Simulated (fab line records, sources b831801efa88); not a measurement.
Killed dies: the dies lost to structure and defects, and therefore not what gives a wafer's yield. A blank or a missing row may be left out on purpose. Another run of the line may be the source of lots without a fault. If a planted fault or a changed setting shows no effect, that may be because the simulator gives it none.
fab line records + flow gf180mcu
record:
- lots: 15
- wafers: 45
- lastDay: 34
route steps=602 shown CONTACT@309 M1@315
lots with no fault: from the same line, run without faults
startH: the number of hours between the record's first day and the start of the first shown wafer of the lot + waitH: hours since the lot's step before + " as in the row above + L1.1+2: one row covering several wafers at once + - no value present, or no start provided + * or withheld: withheld + < > ~ a bound
route shown NAME@n: NAME is a module with steps in the file, n the number in the route of the first one + usual: mean and standard deviation over wafers with no fault + same: alike in all rows + chamber/n: place in a boat + sites: per-site readings + _std_site: the values' standard deviation + _edge_site: inner sites' mean taken away from outer sites' mean + radiusMm: for every site, how far away it sits from the centre of the wafer + mask NAME#n: copy n + behind: the last tool/chamber to shape the wafer + hold: why the lot went on hold/how many hours it stayed there/how the hold came to an end + device: whichever transistor did not switch (one of n, p or np) + end of line: tests run on the same wafers once the route is complete + a step with no rows: only its recipe + killed: dies that structure and defects cost at the first sort, which is not the same as the wafer's yield + map: shows each die of a wafer: x if killed, . if not, _ if none is there
set.NAME: the setting that was run; set.NAME@STEP: the one run at that earlier step + model.NAME: the simulator's own value behind a step, which no gauge read
one table for each step of the route and one row for each wafer, over a sample of lots
services: a tool's chamber out of use, with start hour (startH, from the record's first day; less than 0 if before it), hours out, and reason
== steps ==
step: GF_CONTACT_SPUTTER_22
recipe:
- material: Ti
- targetThkNm: 15
- chamberPressurePa: 5
- powerW: 2500
- substrateTempC: 200
- timeS: 80.02
usual:
- throttleValvePct: 30.2/0.8
| lot.wafer | tool          | chamber | startH | waitH | throttleValvePct |
|-----------|---------------|---------|--------|-------|------------------|
| L691.1    | pvdSputter-03 | -       | 343.32 | 0.0   | 30.9             |
| L691.2    | "             | -       | "      | "     | 30.3             |
| L691.3    | "             | -       | "      | "     | 31.2             |
| L692.1    | pvdSputter-01 | -       | 348.98 | 0.0   | 29.8             |
| L692.2    | "             | -       | "      | "     | 29.4             |
| L692.3    | "             | -       | "      | "     | 28.6             |
| L693.2    | pvdSputter-04 | -       | 367.10 | 0.0   | 30.7             |
| L693.4    | "             | -       | "      | "     | 30.0             |
| L693.5    | "             | -       | "      | "     | 31.0             |
| L695.2    | pvdSputter-03 | -       | 375.36 | 0.0   | 31.3             |
| L695.3    | "             | -       | "      | "     | 30.8             |
| L695.6    | "             | -       | "      | "     | 30.4             |
| L696.2    | pvdSputter-04 | -       | 384.17 | 0.0   | 30.4             |
| L696.5    | "             | -       | "      | "     | 30.3             |
| L696.6    | "             | -       | "      | "     | 29.4             |
| L697.2    | pvdSputter-03 | -       | 451.57 | 0.0   | 30.8             |
| L697.3    | "             | -       | "      | "     | 30.7             |
| L697.5    | "             | -       | "      | "     | 29.1             |
| L698.1    | pvdSputter-04 | -       | 455.15 | 0.0   | 29.9             |
| L698.3    | "             | -       | "      | "     | 31.0             |
| L698.5    | "             | -       | "      | "     | 30.6             |
| L699.3    | pvdSputter-03 | -       | 458.12 | 0.0   | 28.8             |
| L699.4    | "             | -       | "      | "     | 30.7             |
| L699.5    | "             | -       | "      | "     | 30.3             |
| L701.2    | pvdSputter-04 | -       | 458.95 | 0.0   | 30.5             |
| L701.3    | "             | -       | "      | "     | 31.1             |
| L701.4    | "             | -       | "      | "     | 29.5             |
| L702.1    | pvdSputter-03 | -       | 464.45 | 0.0   | 31.3             |
| L702.2    | "             | -       | "      | "     | 30.8             |
| L702.6    | "             | -       | "      | "     | 29.0             |
| L703.2    | pvdSputter-03 | -       | 465.90 | 0.0   | 31.1             |
| L703.4    | "             | -       | "      | "     | 30.1             |
| L703.6    | "             | -       | "      | "     | 29.1             |
| L706.2    | pvdSputter-01 | -       | 503.65 | 0.0   | 28.5             |
| L706.3    | "             | -       | "      | "     | 29.5             |
| L706.4    | "             | -       | "      | "     | 29.8             |
| L707.1    | pvdSputter-01 | -       | 510.20 | 0.0   | 29.8             |
| L707.3    | "             | -       | "      | "     | 29.4             |
| L707.4    | "             | -       | "      | "     | 28.6             |
| L708.2    | pvdSputter-04 | -       | 522.29 | 0.0   | 30.6             |
| L708.5    | "             | -       | "      | "     | 30.6             |
| L708.6    | "             | -       | "      | "     | 29.6             |
| L712.2    | pvdSputter-04 | -       | 558.11 | 0.0   | 29.6             |
| L712.3    | "             | -       | "      | "     | 31.1             |
| L712.4    | "             | -       | "      | "     | 30.4             |
step: GF_CONTACT_CVD_24
recipe:
- material: W
- targetThkNm: 300
- timeS: 90.339
- tempC: 400
- pressureTorr: 40
usual:
- heaterPowerW: 881/98
| lot.wafer | tool    | chamber | startH | waitH | heaterPowerW |
|-----------|---------|---------|--------|-------|--------------|
| L691.1    | cvdW-01 | 1       | 343.42 | 0.0   | 1035         |
| L691.2    | "       | 0       | "      | "     | 956          |
| L691.3    | "       | 0       | "      | "     | 948          |
| L692.1    | cvdW-01 | 1       | 349.08 | 0.0   | 1032         |
| L692.2    | "       | 0       | "      | "     | 944          |
| L692.3    | "       | 1       | "      | "     | 1060         |
| L693.2    | cvdW-02 | 0       | 367.20 | 0.0   | 790          |
| L693.4    | "       | 0       | "      | "     | 793          |
| L693.5    | "       | 0       | "      | "     | 791          |
| L695.2    | cvdW-02 | 1       | 375.46 | 0.0   | 783          |
| L695.3    | "       | 0       | "      | "     | 784          |
| L695.6    | "       | 1       | "      | "     | 784          |
| L696.2    | cvdW-01 | 0       | 384.27 | 0.0   | 945          |
| L696.5    | "       | 0       | "      | "     | 953          |
| L696.6    | "       | 1       | "      | "     | 1047         |
| L697.2    | cvdW-02 | 1       | 451.67 | 0.0   | 809          |
| L697.3    | "       | 1       | "      | "     | 796          |
| L697.5    | "       | 0       | "      | "     | 799          |
| L698.1    | cvdW-02 | 1       | 455.25 | 0.0   | 777          |
| L698.3    | "       | 1       | "      | "     | 803          |
| L698.5    | "       | 1       | "      | "     | 789          |
| L699.3    | cvdW-01 | 1       | 458.25 | 0.1   | 1017         |
| L699.4    | "       | 0       | "      | "     | 925          |
| L699.5    | "       | 1       | "      | "     | 1008         |
| L701.2    | cvdW-02 | 1       | 459.08 | 0.1   | 779          |
| L701.3    | "       | 1       | "      | "     | 812          |
| L701.4    | "       | 1       | "      | "     | 786          |
| L702.1    | cvdW-01 | 1       | 464.55 | 0.0   | 992          |
| L702.2    | "       | 0       | "      | "     | 901          |
| L702.6    | "       | 0       | "      | "     | 911          |
| L703.2    | cvdW-01 | 0       | 466.00 | 0.0   | 917          |
| L703.4    | "       | 0       | "      | "     | 911          |
| L703.6    | "       | 0       | "      | "     | 893          |
| L706.2    | cvdW-01 | 1       | 503.75 | 0.0   | 1062         |
| L706.3    | "       | 1       | "      | "     | 1029         |
| L706.4    | "       | 0       | "      | "     | 945          |
| L707.1    | cvdW-02 | 0       | 510.30 | 0.0   | 810          |
| L707.3    | "       | 1       | "      | "     | 778          |
| L707.4    | "       | 0       | "      | "     | 836          |
| L708.2    | cvdW-02 | 1       | 522.39 | 0.0   | 801          |
| L708.5    | "       | 1       | "      | "     | 801          |
| L708.6    | "       | 0       | "      | "     | 819          |
| L712.2    | cvdW-02 | 1       | 558.21 | 0.0   | 795          |
| L712.3    | "       | 1       | "      | "     | 784          |
| L712.4    | "       | 0       | "      | "     | 806          |
step: GF_M1_SPUTTER_00
recipe:
- material: Ti
- targetThkNm: 37.5
- arrivingIonEnergyEv: 80
- substrateTempC: 200
- chamberPressurePa: 2
- powerW: 4000
- timeS: 150
usual:
- throttleValvePct: 29.9/0.66
| lot.wafer | tool          | chamber | startH | waitH | throttleValvePct |
|-----------|---------------|---------|--------|-------|------------------|
| L691.1    | pvdSputter-04 | -       | 344.00 | 0.1   | 30.7             |
| L691.2    | "             | -       | "      | "     | 30.2             |
| L691.3    | "             | -       | "      | "     | 31.0             |
| L692.1    | pvdSputter-04 | -       | 349.66 | 0.2   | 30.5             |
| L692.2    | "             | -       | "      | "     | 29.6             |
| L692.3    | "             | -       | "      | "     | 31.2             |
| L693.2    | pvdSputter-02 | -       | 367.83 | 0.2   | 29.1             |
| L693.4    | "             | -       | "      | "     | 29.8             |
| L693.5    | "             | -       | "      | "     | 29.3             |
| L695.2    | pvdSputter-01 | -       | 376.04 | 0.1   | 29.6             |
| L695.3    | "             | -       | "      | "     | 29.7             |
| L695.6    | "             | -       | "      | "     | 29.8             |
| L696.2    | pvdSputter-04 | -       | 384.85 | 0.2   | 31.1             |
| L696.5    | "             | -       | "      | "     | 31.0             |
| L696.6    | "             | -       | "      | "     | 30.2             |
| L697.2    | pvdSputter-01 | -       | 452.25 | 0.1   | 29.6             |
| L697.3    | "             | -       | "      | "     | 28.8             |
| L697.5    | "             | -       | "      | "     | 29.6             |
| L698.1    | pvdSputter-02 | -       | 455.83 | 0.2   | 29.3             |
| L698.3    | "             | -       | "      | "     | 30.6             |
| L698.5    | "             | -       | "      | "     | 29.6             |
| L699.3    | pvdSputter-01 | -       | 458.80 | 0.2   | 29.5             |
| L699.4    | "             | -       | "      | "     | 30.1             |
| L699.5    | "             | -       | "      | "     | 28.8             |
| L701.2    | pvdSputter-02 | -       | 459.73 | 0.2   | 29.3             |
| L701.3    | "             | -       | "      | "     | 29.5             |
| L701.4    | "             | -       | "      | "     | 30.7             |
| L702.1    | pvdSputter-01 | -       | 465.13 | 0.1   | 29.7             |
| L702.2    | "             | -       | "      | "     | 30.0             |
| L702.6    | "             | -       | "      | "     | 29.6             |
| L703.2    | pvdSputter-04 | -       | 466.58 | 0.2   | 31.1             |
| L703.4    | "             | -       | "      | "     | 29.5             |
| L703.6    | "             | -       | "      | "     | 30.4             |
| L706.2    | pvdSputter-04 | -       | 504.33 | 0.1   | 30.5             |
| L706.3    | "             | -       | "      | "     | 30.3             |
| L706.4    | "             | -       | "      | "     | 31.1             |
| L707.1    | pvdSputter-04 | -       | 510.88 | 0.1   | 31.3             |
| L707.3    | "             | -       | "      | "     | 30.5             |
| L707.4    | "             | -       | "      | "     | 30.6             |
| L708.2    | pvdSputter-02 | -       | 522.97 | 0.1   | 30.6             |
| L708.5    | "             | -       | "      | "     | 30.6             |
| L708.6    | "             | -       | "      | "     | 29.7             |
| L712.2    | pvdSputter-02 | -       | 558.79 | 0.2   | 30.6             |
| L712.3    | "             | -       | "      | "     | 29.7             |
| L712.4    | "             | -       | "      | "     | 29.6             |
step: GF_M1_EXPOSE_11
recipe:
- maskId: Metal1
- targetCdNm: 230
- na: 0.68
- sourceShape: conventional
- sigmaOuter: 0.6
- doseMj: 28
same:
- na: 0.68
- sigmaOuter: 0.6
| lot.wafer  | tool          | chamber | startH | waitH | mask     |
|------------|---------------|---------|--------|-------|----------|
| L691.1+2+3 | krfScanner-02 | 0       | 354.85 | -     | Metal1#0 |
| L692.1+2+3 | krfScanner-02 | 0       | 360.23 | -     | Metal1#0 |
| L693.2+4+5 | krfScanner-01 | 0       | 379.33 | -     | Metal1#0 |
| L695.2+3+6 | krfScanner-01 | 0       | 388.12 | -     | Metal1#0 |
| L696.2+5+6 | krfScanner-02 | 0       | 397.12 | -     | Metal1#0 |
| L697.2+3+5 | krfScanner-01 | 0       | 465.24 | -     | Metal1#0 |
| L698.1+3+5 | krfScanner-01 | 0       | 468.52 | -     | Metal1#0 |
| L699.3+4+5 | krfScanner-02 | 0       | 470.66 | -     | Metal1#0 |
| L701.2+3+4 | krfScanner-01 | 0       | 472.14 | -     | Metal1#0 |
| L702.1+2+6 | krfScanner-02 | 0       | 477.60 | -     | Metal1#0 |
| L703.2+4+6 | krfScanner-01 | 0       | 478.51 | -     | Metal1#0 |
| L706.2+3+4 | krfScanner-02 | 0       | 516.89 | -     | Metal1#0 |
| L707.1+3+4 | krfScanner-02 | 0       | 522.62 | -     | Metal1#0 |
| L708.2+5+6 | krfScanner-02 | 0       | 534.44 | -     | Metal1#0 |
| L712.2+3+4 | krfScanner-01 | 0       | 570.08 | -     | Metal1#0 |
step: GF_M1_CD_MEAS_14
recipe:
- targetCdNm: 230
usual:
- cdNm: 229.6/1.1
| lot.wafer | tool     | chamber | startH | waitH | hold                    | cdNm  |
|-----------|----------|---------|--------|-------|-------------------------|-------|
| L691.1    | cdSem-02 | -       | 365.83 | 0.1   | -                       | 229.8 |
| L691.2    | "        | -       | "      | "     | -                       | 229.1 |
| L691.3    | "        | -       | "      | "     | -                       | 230.4 |
| L692.1    | cdSem-02 | -       | 370.82 | 0.1   | -                       | 228.8 |
| L692.2    | "        | -       | "      | "     | -                       | 229.3 |
| L692.3    | "        | -       | "      | "     | -                       | 229.3 |
| L693.2    | cdSem-02 | -       | 391.18 | 0.2   | -                       | 229.4 |
| L693.4    | "        | -       | "      | "     | -                       | 229.9 |
| L693.5    | "        | -       | "      | "     | -                       | 229.9 |
| L695.2    | cdSem-01 | -       | 399.47 | 0.1   | -                       | 228.9 |
| L695.3    | "        | -       | "      | "     | -                       | 229.5 |
| L695.6    | "        | -       | "      | "     | -                       | 230.1 |
| L696.2    | cdSem-02 | -       | 408.95 | 0.1   | -                       | 229.5 |
| L696.5    | "        | -       | "      | "     | -                       | 230.5 |
| L696.6    | "        | -       | "      | "     | -                       | 230.2 |
| L697.2    | cdSem-02 | -       | 477.22 | 0.1   | -                       | 230.2 |
| L697.3    | "        | -       | "      | "     | -                       | 230.7 |
| L697.5    | "        | -       | "      | "     | -                       | 232.0 |
| L698.1    | cdSem-01 | -       | 480.52 | 0.1   | -                       | 230.2 |
| L698.3    | "        | -       | "      | "     | -                       | 230.6 |
| L698.5    | "        | -       | "      | "     | -                       | 230.5 |
| L699.3    | cdSem-01 | -       | 482.84 | 0.1   | -                       | 228.5 |
| L699.4    | "        | -       | "      | "     | -                       | 229.3 |
| L699.5    | "        | -       | "      | "     | -                       | 228.9 |
| L701.2    | cdSem-01 | -       | 483.90 | 0.1   | -                       | 230.8 |
| L701.3    | "        | -       | "      | "     | -                       | 232.0 |
| L701.4    | "        | -       | "      | "     | -                       | 230.1 |
| L702.1    | cdSem-01 | -       | 489.48 | 0.1   | -                       | 228.8 |
| L702.2    | "        | -       | "      | "     | -                       | 227.6 |
| L702.6    | "        | -       | "      | "     | -                       | 228.8 |
| L703.2    | cdSem-01 | -       | 490.75 | 0.1   | -                       | 230.5 |
| L703.4    | "        | -       | "      | "     | -                       | 231.4 |
| L703.6    | "        | -       | "      | "     | -                       | 230.2 |
| L706.2    | cdSem-02 | -       | 528.04 | 0.1   | awaitDispo/0.2h/release | 133.6 |
| L706.3    | "        | -       | "      | "     | awaitDispo/0.2h/release | 229.3 |
| L706.4    | "        | -       | "      | "     | awaitDispo/0.2h/release | 133.4 |
| L706.2    | cdSem-02 | -       | 528.33 | 0.3   | -                       | 133.6 |
| L706.3    | "        | -       | "      | "     | -                       | 229.5 |
| L706.4    | "        | -       | "      | "     | -                       | 133.4 |
| L707.1    | cdSem-02 | -       | 533.68 | 0.1   | awaitDispo/0.2h/release | 228.5 |
| L707.3    | "        | -       | "      | "     | awaitDispo/0.2h/release | 228.6 |
| L707.4    | "        | -       | "      | "     | awaitDispo/0.2h/release | 133.7 |
| L707.1    | cdSem-02 | -       | 533.97 | 0.3   | -                       | 228.9 |
| L707.3    | "        | -       | "      | "     | -                       | 228.7 |
| L707.4    | "        | -       | "      | "     | -                       | 133.7 |
| L708.2    | cdSem-01 | -       | 545.55 | 0.1   | awaitDispo/0.2h/release | 135.6 |
| L708.5    | "        | -       | "      | "     | awaitDispo/0.2h/release | 229.6 |
| L708.6    | "        | -       | "      | "     | awaitDispo/0.2h/release | 134.3 |
| L708.2    | cdSem-01 | -       | 545.84 | 0.3   | -                       | 135.8 |
| L708.5    | "        | -       | "      | "     | -                       | 229.2 |
| L708.6    | "        | -       | "      | "     | -                       | 134.5 |
| L712.2    | cdSem-02 | -       | 580.42 | 0.1   | -                       | 229.1 |
| L712.3    | "        | -       | "      | "     | -                       | 228.5 |
| L712.4    | "        | -       | "      | "     | -                       | 229.2 |
== services ==
| tool          | chamber | startH | hours | kind                  |
|---------------|---------|--------|-------|-----------------------|
| krfScanner-01 | -       | 321.42 | 3.3   | repair                |
| cvdW-01       | 1       | 342.16 | -     | calibration           |
| krfScanner-02 | -       | 345.90 | 0.1   | repair                |
| pvdSputter-01 | 3       | 350.68 | -     | consumableReplace:kit |
| pvdSputter-01 | 3       | 350.68 | 18.0  | scheduledDown         |
| pvdSputter-04 | -       | 356.03 | 1.9   | repair                |
| krfScanner-01 | -       | 368.43 | 1.3   | pm                    |
| krfScanner-02 | -       | 369.73 | 1.0   | pm                    |
| krfScanner-01 | -       | 375.27 | 0.3   | repair                |
| cvdW-01       | -       | 390.00 | 14.0  | pm                    |
| pvdSputter-03 | -       | 404.24 | 4.0   | repair                |
| krfScanner-01 | -       | 408.57 | 0.8   | pm                    |
| krfScanner-02 | -       | 413.59 | 1.3   | pm                    |
| krfScanner-02 | -       | 441.93 | 0.8   | pm                    |
| cvdW-02       | 0       | 458.17 | 6.9   | repair                |
| krfScanner-02 | -       | 468.37 | -     | calibration           |
| krfScanner-02 | 0       | 469.23 | -     | calibration           |
| pvdSputter-03 | -       | 473.45 | 1.6   | repair                |
| krfScanner-01 | -       | 480.01 | 1.0   | pm                    |
| pvdSputter-02 | -       | 489.47 | 8.8   | repair                |
| krfScanner-02 | -       | 537.64 | 1.0   | pm                    |
| pvdSputter-03 | -       | 541.32 | 1.4   | repair                |
| krfScanner-01 | -       | 544.33 | 1.3   | pm                    |
| pvdSputter-01 | -       | 553.23 | 11.6  | repair                |
== key ==
firstSign:
- step: GF_M1_CD_MEAS_14
- reading: visit
- direction: added
effect:
- step: GF_M1_CD_MEAS_14
- reading: cdNm
- direction: down
- sigmas: 90
- usual: 229.6
- struck: 134.1
metAt GF_M1_EXPOSE_11
struckLots L706,L707,L708
struckWafers L706.2,L706.4,L707.4,L708.2,L708.6
laterRowsLeftOut L706.2,L706.4,L707.4,L708.2,L708.6
sortLeftOut L706.2,L706.4,L707.4,L708.2,L708.6
notActingAt GF_CONTACT_SPUTTER_22,GF_CONTACT_CVD_24,GF_M1_SPUTTER_00
onsetBetween 477.60 516.89
fault:
- kind: processParameterDrift
- tool: krfScanner-02
- chamber: -
- onsetH: 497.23
- steps: GF_M1_EXPOSE_11
- channel: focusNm
- offset: 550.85
- shape: step
- endH: 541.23
- scope: struckWafersOnly
sortLeftOut: the simulated sort isn't trusted on such a fault, so these wafers' sort isn't shown, and their yield isn't known
laterRowsLeftOut: the simulator's readings of these wafers behind a module that went badly wrong aren't trusted and aren't shown, but for the sort
